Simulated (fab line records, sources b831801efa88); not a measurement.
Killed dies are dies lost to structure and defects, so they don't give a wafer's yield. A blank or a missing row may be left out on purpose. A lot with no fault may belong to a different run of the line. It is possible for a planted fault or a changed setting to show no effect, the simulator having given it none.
Matching of chambers / flow sky130 / cmp-02 running SKY_VIA4_CMP_02: 4 sister chambers
The step polishes SiO2. 39 wafers are shown with their chamber, then 12 later ones without.

== WAFERS WITH THEIR CHAMBER ==
wafer=L074.2; chamber=3; motor_current_A (A)=11.9
wafer=L074.3; chamber=0; motor_current_A (A)=12.4
wafer=L074.4; chamber=1; motor_current_A (A)=12.0
wafer=L075.2; chamber=1; motor_current_A (A)=12.1
wafer=L075.3; chamber=2; motor_current_A (A)=13.4
wafer=L075.6; chamber=3; motor_current_A (A)=12.9
wafer=L077.1; chamber=1; motor_current_A (A)=12.2
wafer=L077.2; chamber=0; motor_current_A (A)=12.1
wafer=L077.4; chamber=3; motor_current_A (A)=12.9
wafer=L078.2; chamber=1; motor_current_A (A)=11.8
wafer=L078.3; chamber=0; motor_current_A (A)=11.0
wafer=L078.5; chamber=3; motor_current_A (A)=12.2
wafer=L079.1; chamber=2; motor_current_A (A)=13.1
wafer=L079.5; chamber=3; motor_current_A (A)=11.7
wafer=L079.6; chamber=2; motor_current_A (A)=13.3
wafer=L080.1; chamber=1; motor_current_A (A)=12.2
wafer=L080.3; chamber=0; motor_current_A (A)=12.2
wafer=L080.5; chamber=2; motor_current_A (A)=13.7
wafer=L081.1; chamber=0; motor_current_A (A)=12.3
wafer=L081.2; chamber=3; motor_current_A (A)=12.4
wafer=L081.3; chamber=2; motor_current_A (A)=12.7
wafer=L082.1; chamber=3; motor_current_A (A)=12.8
wafer=L082.4; chamber=2; motor_current_A (A)=13.9
wafer=L082.6; chamber=2; motor_current_A (A)=14.0
wafer=L084.2; chamber=2; motor_current_A (A)=12.7
wafer=L084.3; chamber=0; motor_current_A (A)=11.8
wafer=L084.6; chamber=0; motor_current_A (A)=12.7
wafer=L086.2; chamber=3; motor_current_A (A)=12.7
wafer=L086.3; chamber=2; motor_current_A (A)=13.0
wafer=L086.5; chamber=3; motor_current_A (A)=12.3
wafer=L087.3; chamber=0; motor_current_A (A)=12.4
wafer=L087.4; chamber=1; motor_current_A (A)=12.3
wafer=L087.6; chamber=3; motor_current_A (A)=12.5
wafer=L091.1; chamber=0; motor_current_A (A)=11.4
wafer=L091.2; chamber=3; motor_current_A (A)=12.5
wafer=L091.5; chamber=3; motor_current_A (A)=12.8
wafer=L092.1; chamber=2; motor_current_A (A)=13.1
wafer=L092.2; chamber=3; motor_current_A (A)=12.7
wafer=L092.6; chamber=1; motor_current_A (A)=11.9

SIGNATURES, as means of the wafers listed above
reading=motor_current_A; chamber 0=12.033; chamber 1=12.071; chamber 2=13.290; chamber 3=12.485; scatter within a chamber=0.42
Rule: distance of a wafer from a chamber = root of the sum over the readings of ((wafer's reading minus chamber's mean) / reading's scatter) squared. The wafer belongs to the nearest chamber; if the next one is less than 2 further off, it can't be placed. The scatter: the root of (the sum of the squares of (reading less its chamber's mean) over the shown wafers, divided by (wafers less chambers)).

== WAFERS MISSING THEIR CHAMBER ==
wafer=L093.2; motor_current_A (A)=13.7
wafer=L093.5; motor_current_A (A)=12.5
wafer=L093.6; motor_current_A (A)=13.1
wafer=L094.1; motor_current_A (A)=12.3
wafer=L094.2; motor_current_A (A)=12.8
wafer=L094.4; motor_current_A (A)=13.6
wafer=L095.3; motor_current_A (A)=12.6
wafer=L095.5; motor_current_A (A)=12.5
wafer=L095.6; motor_current_A (A)=13.6
wafer=L096.3; motor_current_A (A)=13.4
wafer=L096.4; motor_current_A (A)=12.1
wafer=L096.5; motor_current_A (A)=11.7

== WHICH CHAMBER EACH ONE RAN IN ==
wafer=L093.2; from the rows above=can't be placed: 2 or 3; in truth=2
wafer=L093.5; from the rows above=can't be placed: 3 or 1 or 0 or 2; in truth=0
wafer=L093.6; from the rows above=can't be placed: 2 or 3 or 1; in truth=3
wafer=L094.1; from the rows above=can't be placed: 3 or 1 or 0 or 2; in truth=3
wafer=L094.2; from the rows above=can't be placed: 3 or 2 or 1 or 0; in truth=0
wafer=L094.4; from the rows above=can't be placed: 2 or 3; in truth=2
wafer=L095.3; from the rows above=can't be placed: 3 or 1 or 0 or 2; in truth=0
wafer=L095.5; from the rows above=can't be placed: 3 or 1 or 0 or 2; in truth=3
wafer=L095.6; from the rows above=can't be placed: 2 or 3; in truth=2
wafer=L096.3; from the rows above=can't be placed: 2 or 3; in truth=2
wafer=L096.4; from the rows above=can't be placed: 1 or 0 or 3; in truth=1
wafer=L096.5; from the rows above=can't be placed: 0 or 1 or 3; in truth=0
Placed correctly: 0 of 12. Unplaceable from these rows: 12, with the true chamber sitting among the candidates in 12. Placed wrongly: 0.
